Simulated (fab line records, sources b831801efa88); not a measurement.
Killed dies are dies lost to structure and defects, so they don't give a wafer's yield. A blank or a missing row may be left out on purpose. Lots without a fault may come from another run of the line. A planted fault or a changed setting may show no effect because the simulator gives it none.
Which tool did it? | flow sky130 | 12 lots, 36 wafers sampled, at 1 step of a route of 708

WHAT THE GAUGES READ, wafer by wafer
SKY_LDD_HVP_TW_MEAS_10.
lot  | measured     | on            | LDD_HVP_TW
L075 | day 21 20:33 | film_metro-03 | 455.2 453.1 454.0
L077 | day 22 22:17 | film_metro-03 | 454.0 452.4 453.3
L079 | day 23 15:07 | film_metro-02 | 454.1 454.3 455.9
L081 | day 24 11:07 | film_metro-02 | 449.7 451.5 451.5
L084 | day 25 05:59 | film_metro-03 | 454.9 455.1 456.2
L085 | day 25 16:34 | film_metro-02 | 452.3 451.5 453.4
L087 | day 26 18:04 | film_metro-01 | 459.7 458.9 458.2
L088 | day 27 06:40 | film_metro-03 | 455.0 455.2 454.0
L091 | day 27 15:51 | film_metro-03 | 459.4 455.3 454.8
L093 | day 28 07:55 | film_metro-01 | 459.3 459.0 460.4
L095 | day 28 23:25 | film_metro-03 | 455.0 456.2 455.6
L097 | day 29 13:09 | film_metro-03 | 456.9 457.3 456.0

WHICH TOOL RAN EACH LOT (tool, then ch and the chambers of the sampled wafers, then the start)
The record holds no process step before these readings.

THE ANSWER, worked out from the rows above alone
Rule: what is usual is taken from the lots themselves. Put in order of their means at a reading, lots are off if they are a third of the lots or fewer, leave a main group of 4 or more, and stand apart from it by a gap of 3 or more times the standard deviation of the main group's means; of several such gaps the widest counts. A main group whose means are all the same, to the digits that the tables above print for the reading, isn't used. A lot without any number at a reading at which 4 lots or more have one is off too. The other lots that the step has rows for count as sound.
No lot is off at any reading shown: from this, nothing can be told.

WHAT THE SIMULATOR HAD PUT IN
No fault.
